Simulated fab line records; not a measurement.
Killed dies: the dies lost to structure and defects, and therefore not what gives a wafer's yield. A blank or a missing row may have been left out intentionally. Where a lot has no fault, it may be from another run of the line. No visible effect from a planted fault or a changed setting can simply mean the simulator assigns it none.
2 desks looking at one fault :: flow sky130 :: every desk sees just its own numbers, and what lay behind them comes last

AT THE METROLOGY DESK
What the gauges read, lot by lot, whatever tool the lot ran on: means of the sampled wafers that have a number. Marked OUT: a lot whose mean sits more than 4 standard deviations from the usual mean, which makes it out of limits; the brackets give that distance.
Columns: A = PWDE_TW at SKY_PWDE_TW_MEAS_10, usual 377.3; B = PWDE_RS at SKY_NWELL_RS_MEAS_31, usual 5277 ohm/sq; C = cdNm at SKY_LOCAL_INTERCONNECT_CD_MEAS_11, usual 170.0 nm
lot: L530
first seen here: day 3 16:49
A: 374.6
B: 5258
C: 168.8

lot: L532
first seen here: day 4 07:34
A: 381.0
B: 5282
C: 172.9

lot: L533
first seen here: day 4 14:32
A: 376.0
B: 5245
C: 170.0

lot: L534
first seen here: day 4 18:10
A: 374.5
B: 5295
C: 169.3

lot: L537
first seen here: day 5 08:29
A: 420.3 (+17) OUT
B: 4027 (-57) OUT
C: 173.9

lot: L538
first seen here: day 5 16:34
A: 420.8 (+17) OUT
B: 3993 (-58) OUT
C: 170.6

lot: L541
first seen here: day 6 14:43
A: 416.3 (+16) OUT
B: 3997 (-58) OUT
C: 172.3

lot: L544
first seen here: day 7 06:04
A: 374.7
B: 5292
C: 169.6

lot: L545
first seen here: day 7 10:16
A: 374.8
B: 5298
C: 174.1

lot: L547
first seen here: day 7 18:56
A: 379.5
B: 5293
C: 170.2

lot: L552
first seen here: day 9 03:50
A: 376.5
B: 5267
C: 169.4

lot: L553
first seen here: day 9 08:49
A: 376.7
B: 5267
C: 167.4
This desk reports L537, L538, L541 out of limits; the earliest was L537 at day 5 08:29 (PWDE_TW at SKY_PWDE_TW_MEAS_10). Within limits: L530, L532, L533, L534, L544, L545, L547, L552, L553.

TOOL OWNER'S DESK, implanter-03
The tool's own readings at SKY_PWDE_IMPLANT_08, given as means over the sampled wafers that have a number, one for each lot that went through this tool. Marked OUT: a lot whose mean sits more than 4 standard deviations from the usual mean, which makes it out of limits; the brackets give that distance.
Columns: A = beamOnS at SKY_PWDE_IMPLANT_08, usual 9.99 s; B = faradayCurrentUA at SKY_PWDE_IMPLANT_08, usual 20.3
lot: L530
first seen here: day 3 16:34
A: 9.94
B: 20.4

lot: L532
first seen here: day 4 07:19
A: 9.94
B: 20.5

lot: L533
first seen here: day 4 14:17
A: 9.96
B: 20.4

lot: L537
first seen here: day 5 08:16
A: 14.09 (+21) OUT
B: 14.4 (-15) OUT

lot: L538
first seen here: day 5 16:19
A: 14.27 (+21) OUT
B: 14.2 (-15) OUT

lot: L541
first seen here: day 6 14:28
A: 14.18 (+21) OUT
B: 14.3 (-15) OUT
This desk finds L537, L538, L541 out of limits, L537 being first, at day 5 08:16 (beamOnS at SKY_PWDE_IMPLANT_08). Within limits: L530, L532, L533.

PUT TOGETHER
An alarm could have come from the tool owner's desk at day 5 08:16, on L537, L538, L541.
Metrology desk: alarm possible at day 5 08:29 on L537, L538, L541.
On implanter-03, each named lot ran SKY_PWDE_IMPLANT_08.

WHAT HAD BEEN PUT IN BY THE SIMULATOR
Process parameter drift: implanter-03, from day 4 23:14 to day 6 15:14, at SKY_PWDE_IMPLANT_08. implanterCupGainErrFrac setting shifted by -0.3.
Lots struck among those shown: L537, L538, L541.
Counting hours from when the fault started, the first reading out of limits came at 9 for the tool owner's desk and at 9 for the metrology desk.
